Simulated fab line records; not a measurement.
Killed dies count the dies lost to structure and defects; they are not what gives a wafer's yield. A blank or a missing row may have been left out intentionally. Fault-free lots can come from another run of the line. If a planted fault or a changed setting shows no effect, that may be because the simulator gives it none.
Which tool did it? ; flow sky130 ; 24 lots with 72 wafers sampled at 5 steps, on a route of 708 steps

== WHAT THE GAUGES READ, wafer by wafer ==
SKY_VIA2_THK_MEAS_01.
lot;measured;on;VIA2_HDPCVD_THK (nm)
L074;day 34 21:49;film metro-02;1190 1175 1186
L075;day 35 15:43;film metro-04;1176 1167 1162
L076;day 35 17:26;film metro-03;1189 1191 1193
L077;day 36 06:27;film metro-03;1181 1194 1196
L078;day 37 11:38;film metro-04;1188 1189 1186
L079;day 37 11:58;film metro-02;1185 1183 1181
L080;day 37 12:20;film metro-04;1188 1177 1193
L081;day 37 14:25;film metro-04;1179 1174 1176
L082;day 37 19:17;film metro-02;1192 1186 1182
L083;day 38 04:29;film metro-03;1194 1195 1196
L084;day 38 16:46;film metro-02;1181 1180 1170
L086;day 39 01:32;film metro-02;1177 1198 1202
L085;day 39 04:11;film metro-04;1183 1189 1184
L087;day 39 12:20;film metro-04;1210 1187 1197
L088;day 39 13:23;film metro-03;1203 1177 1180
L089;day 40 08:31;film metro-04;1188 1197 1199
L090;day 40 15:15;film metro-02;1212 1195 1201
L091;day 40 19:04;film metro-03;1191 1195 1195
L092;day 40 23:30;film metro-02;1186 1184 1196
L093;day 41 00:58;film metro-02;1175 1174 1184
L094;day 41 09:06;film metro-02;1178 1173 1170
L095;day 41 16:10;film metro-03;1165 1182 1165
L097;day 42 15:46;film metro-04;1177 1173 1180
L096;day 43 17:58;film metro-04;1164 1182 1159

SKY_METAL3_OVL_MEAS_14.
lot;measured;on;METAL3_OVL (nm)
L074;day 38 05:14;overlay-01;4 1 5
L075;day 39 00:24;overlay-02;-1 8 2
L076;day 39 01:56;overlay-02;1 3 3
L077;day 39 14:52;overlay-02;8 4 -2
L078;day 40 16:04;overlay-02;-4 3 0
L079;day 40 17:49;overlay-01;-7 -6 1
L080;day 40 19:23;overlay-01;-5 -5 -1
L081;day 40 20:54;overlay-02;-5 1 4
L082;day 41 00:51;overlay-02;2 6 1
L083;day 41 09:09;overlay-01;2 3 -3
L084;day 41 22:24;overlay-01;-7 -2 -8
L086;day 42 05:36;overlay-02;9 13 12
L085;day 42 06:21;overlay-01;2 -7 -2
L087;day 42 15:46;overlay-01;-3 -2 0
L088;day 42 17:25;overlay-01;-6 -2 0
L089;day 43 11:02;overlay-01;0 0 -3
L090;day 43 16:59;overlay-02;-3 1 2
L091;day 43 21:25;overlay-01;-4 -3 -1
L092;day 44 01:20;overlay-02;7 7 6
L093;day 44 02:17;overlay-01;0 1 4
L094;day 44 08:57;overlay-02;4 11 1
L095;day 44 15:33;overlay-02;3 10 7
L097;day 45 13:12;overlay-01;3 7 4
L096;day 46 12:27;overlay-01;-6 -1 -3

== TOOL THAT RAN EACH LOT (tool first, then ch and the chambers of the sampled wafers, then the start) ==
lot;SKY_CONTACT_CMP_27;SKY_VIA2_CVD_21;SKY_METAL3_SPUTTER_01
L074;cmp-02 ch 0,3, day 31 08:22;cvd w-02 ch 0,1, day 36 01:08;pvd sputter-04, day 36 01:46
L075;cmp-02 ch 0,3, day 32 02:23;cvd w-02 ch 0,1, day 36 19:17;pvd sputter-03, day 36 19:53
L076;cmp-01 ch 0,1,2, day 32 05:27;cvd w-01 ch 0,1, day 36 20:17;pvd sputter-04, day 36 20:55
L077;cmp-02 ch 1,2, day 32 18:45;cvd w-02 ch 0,1, day 37 10:11;pvd sputter-01, day 37 10:46
L078;cmp-02 ch 2,3, day 34 00:22;cvd w-02 ch 0,1, day 38 15:20;pvd sputter-04, day 38 15:56
L079;cmp-02 ch 1,2, day 34 01:35;cvd w-01 ch 0,1, day 38 15:43;pvd sputter-03, day 38 16:32
L080;cmp-02 ch 0,3, day 34 01:56;cvd w-02 ch 0, day 38 15:59;pvd sputter-04, day 38 16:50
L081;cmp-01 ch 0,1,2, day 34 03:21;cvd w-01 ch 0,1, day 38 17:54;pvd sputter-04, day 38 18:29
L082;cmp-02 ch 0,1,2, day 34 09:06;cvd w-01 ch 0,1, day 38 22:29;pvd sputter-03, day 38 23:04
L083;cmp-02 ch 0,1,2, day 34 17:46;cvd w-01 ch 0,1, day 39 07:23;pvd sputter-01, day 39 08:01
L084;cmp-01 ch 1,3, day 35 06:18;cvd w-01 ch 1, day 39 19:40;pvd sputter-03, day 39 20:18
L086;cmp-02 ch 0,1,3, day 35 14:46;cvd w-02 ch 0,1, day 40 04:12;pvd sputter-01, day 40 04:50
L085;cmp-01 ch 1,2,3, day 35 18:02;cvd w-01 ch 0,1, day 40 05:56;pvd sputter-04, day 40 06:34
L087;cmp-01 ch 0,1,3, day 36 02:30;cvd w-01 ch 0,1, day 40 14:26;pvd sputter-04, day 40 15:19
L088;cmp-01 ch 0,1,2, day 36 03:24;cvd w-02 ch 1, day 40 15:23;pvd sputter-01, day 40 16:01
L089;cmp-02 ch 1,2,3, day 36 22:41;cvd w-02 ch 0,1, day 41 10:43;pvd sputter-04, day 41 11:20
L090;cmp-02 ch 0,1,2, day 37 06:09;cvd w-01 ch 0,1, day 41 16:41;pvd sputter-03, day 41 17:20
L091;cmp-02 ch 0,3, day 37 11:24;cvd w-02 ch 0,1, day 41 21:58;pvd sputter-03, day 41 22:35
L092;cmp-02 ch 1,2,3, day 37 16:13;cvd w-02 ch 0,1, day 42 01:07;pvd sputter-01, day 42 01:45
L093;cmp-02 ch 1,2, day 37 17:44;cvd w-01 ch 0,1, day 42 02:58;pvd sputter-04, day 42 03:35
L094;cmp-02 ch 0,2,3, day 38 01:50;cvd w-02 ch 0,1, day 42 10:19;pvd sputter-04, day 42 10:57
L095;cmp-02 ch 0,3, day 38 08:31;cvd w-02 ch 0,1, day 42 16:12;pvd sputter-01, day 42 16:50
L097;cmp-01 ch 0,1,3, day 39 11:00;cvd w-01 ch 0,1, day 43 15:58;pvd sputter-04, day 43 16:36
L096;cmp-01 ch 0,2,3, day 40 14:48;cvd w-02 ch 0,1, day 44 17:41;pvd sputter-01, day 44 18:19
- SKY_CONTACT_CMP_27: polishes, stops on SiO2, t overpolish 15 s, target thk 0 nm.
- SKY_VIA2_CVD_21: deposits W, target thk 420 nm, time 126.4 s.
- SKY_METAL3_SPUTTER_01: material TiN, target thk 20 nm, time 16.7 s.

== WHAT THE TOOLS THEMSELVES READ (means of the sampled wafers that have a number; where no wafer has one, the mark that the record gives instead) ==
SKY_CONTACT_CMP_27.
lot;tool;edge zone pressure frac;motor current A (A);overpolish run s (s);platen rpm (rpm);time to endpoint s (s)
L074;cmp-02;0.993;12.0;15.012;60.00;83.1
L075;cmp-02;1.001;12.0;14.996;60.03;80.3
L076;cmp-01;0.998;12.4;15.010;60.01;86.5
L077;cmp-02;1.002;10.5;15.001;59.96;83.8
L078;cmp-02;0.998;11.7;14.998;59.93;84.5
L079;cmp-02;0.999;10.3;15.003;60.02;78.4
L080;cmp-02;1.000;12.2;15.002;60.00;84.5
L081;cmp-01;1.000;12.5;14.998;60.02;78.7
L082;cmp-02;1.004;10.8;15.008;60.00;81.3
L083;cmp-02;1.003;11.2;15.000;60.05;83.7
L084;cmp-01;0.994;11.9;14.997;60.04;80.7
L086;cmp-02;1.003;11.5;14.998;60.02;78.4
L085;cmp-01;1.000;11.9;14.998;60.01;84.7
L087;cmp-01;1.002;12.3;15.000;60.02;80.3
L088;cmp-01;1.003;12.5;14.999;59.98;82.6
L089;cmp-02;1.000;11.3;14.999;59.97;84.9
L090;cmp-02;1.003;11.2;14.995;59.96;82.8
L091;cmp-02;0.999;12.2;14.996;60.02;78.9
L092;cmp-02;1.002;11.2;15.000;59.98;83.3
L093;cmp-02;0.997;10.6;14.998;60.00;82.6
L094;cmp-02;0.995;12.1;14.991;59.95;83.3
L095;cmp-02;1.003;12.1;15.002;59.95;84.2
L097;cmp-01;1.001;12.5;14.997;59.98;82.1
L096;cmp-01;1.000;12.7;15.011;59.97;81.9

SKY_VIA2_CVD_21.
lot;tool;heater power w (W)
L074;cvd w-02;940
L075;cvd w-02;955
L076;cvd w-01;780
L077;cvd w-02;961
L078;cvd w-02;940
L079;cvd w-01;780
L080;cvd w-02;924
L081;cvd w-01;791
L082;cvd w-01;785
L083;cvd w-01;853
L084;cvd w-01;895
L086;cvd w-02;879
L085;cvd w-01;841
L087;cvd w-01;793
L088;cvd w-02;856
L089;cvd w-02;878
L090;cvd w-01;782
L091;cvd w-02;873
L092;cvd w-02;870
L093;cvd w-01;789
L094;cvd w-02;876
L095;cvd w-02;877
L097;cvd w-01;841
L096;cvd w-02;883

SKY_METAL3_SPUTTER_01.
lot;tool;throttle valve pct (%)
L074;pvd sputter-04;29.8
L075;pvd sputter-03;31.8
L076;pvd sputter-04;30.7
L077;pvd sputter-01;29.9
L078;pvd sputter-04;30.1
L079;pvd sputter-03;30.7
L080;pvd sputter-04;29.2
L081;pvd sputter-04;30.3
L082;pvd sputter-03;32.0
L083;pvd sputter-01;30.2
L084;pvd sputter-03;31.5
L086;pvd sputter-01;30.2
L085;pvd sputter-04;29.9
L087;pvd sputter-04;29.7
L088;pvd sputter-01;30.0
L089;pvd sputter-04;30.4
L090;pvd sputter-03;31.0
L091;pvd sputter-03;31.5
L092;pvd sputter-01;30.1
L093;pvd sputter-04;29.9
L094;pvd sputter-04;30.0
L095;pvd sputter-01;29.7
L097;pvd sputter-04;30.6
L096;pvd sputter-01;29.9

== THE ANSWER, worked out from the rows above alone ==
Rule: the lots themselves supply what counts as usual. Put in order of their means at a reading, lots are off if they are a third of the lots or fewer, leave a main group of 4 or more, and stand apart from it by a gap of 3 or more times the standard deviation of the main group's means; of several such gaps the widest counts. A main group is skipped when, at the precision printed for the reading in the tables above, its means are all equal. Also off: a lot with no number at a reading for which 4 or more lots have one. Any other lot the step has rows for is counted as sound. After the gauges, taken in route order, come the tools' own readings; for these a lot's mean is taken, as printed above. At the first step where some lot is off, the reading lying furthest off is the one used; lots without a number count as furthest.
Nothing can be told from this: no lot is off at any reading shown.

== WHAT THE SIMULATOR HAD PUT IN ==
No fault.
